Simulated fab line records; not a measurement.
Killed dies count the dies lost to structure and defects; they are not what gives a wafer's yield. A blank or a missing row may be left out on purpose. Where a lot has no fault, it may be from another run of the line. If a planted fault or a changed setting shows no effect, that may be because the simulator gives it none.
The same fault as seen by 2 desks ; flow sky130 ; numbers are kept per desk, each desk with only its own; the story behind them comes last

METROLOGY DESK
What the gauges read for every lot (on any tool): the sampled wafers with a number, averaged. The brackets show how far a lot's mean lies from the usual mean; more than 4 standard deviations puts the lot out of limits, marked OUT.
Columns: A = VIA2_HDPCVD_THK at SKY_VIA2_THK_MEAS_01, usual 1165 nm
lot;first seen here;A
L991;day 35 23:00;1161
L992;day 36 07:40;1164
L995;day 37 00:37;1154
L999;day 38 05:46;1174
L105;day 39 16:41;1173
L104;day 39 18:02;1185
L107;day 40 12:14;1147
L110;day 41 04:47;1183
L112;day 41 22:18;1164
L114;day 42 04:07;1158
Finding of this desk: none of the 10 lots has anything out of limits.

FOR THE TOOL OWNER'S DESK: rie_metal-03
The tool's own readings at SKY_METAL1_METAL_ETCH_19 (etches the open film in Cl2/BCl3, stops on SiO2, target depth 360 nm, time 78 s): means of the sampled wafers that have a number, for each lot that ran on this tool. The brackets show how far a lot's mean lies from the usual mean; more than 4 standard deviations puts the lot out of limits, marked OUT.
Columns: A = bias_w at SKY_METAL1_METAL_ETCH_19, usual 48.50 W; B = drypump_motor_current_A at SKY_METAL1_METAL_ETCH_19, usual 5.5 A; C = oes_product_au at SKY_METAL1_METAL_ETCH_19, usual 0.854 a.u.; D = throttle_valve_pct at SKY_METAL1_METAL_ETCH_19, usual 22.265 %
lot;first seen here;A;B;C;D
L992;day 33 21:49;48.47;5.3;0.854;22.268
L995;day 34 14:35;48.48;5.7;0.859;22.262
L999;day 35 20:58;44.20 (-33) OUT;5.5;0.852;22.268
L105;day 37 09:54;44.25 (-33) OUT;5.5;0.859;22.265
L104;day 37 11:55;46.32 (-17) OUT;5.7;0.852;22.267
L112;day 39 18:05;48.56;6.0;0.853;22.261
L114;day 39 23:50;48.60;5.5;0.858;22.265
This desk finds L104, L105, L999 out of limits, L999 being first, at day 35 20:58 (bias_w at SKY_METAL1_METAL_ETCH_19). L992, L995, L112, L114 stayed within limits.

TAKEN TOGETHER
An alarm could have come from the tool owner's desk at day 35 20:58, on L104, L105, L999.
Nothing out of limits was seen by the metrology desk.
The metrology desk has L104, L105, L999 on record, within its limits.
Every lot named ran SKY_METAL1_METAL_ETCH_19 on rie_metal-03.

WHAT HAD BEEN PUT IN BY THE SIMULATOR
rie_metal-03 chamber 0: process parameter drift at SKY_METAL1_METAL_ETCH_19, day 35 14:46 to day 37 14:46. From 48.5, the setting bias_w moved by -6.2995. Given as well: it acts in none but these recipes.
Shown lots that were struck: L104, L105, L999.
Time in hours from fault onset to the first out-of-limits reading at each desk: the tool owner's desk, 6.
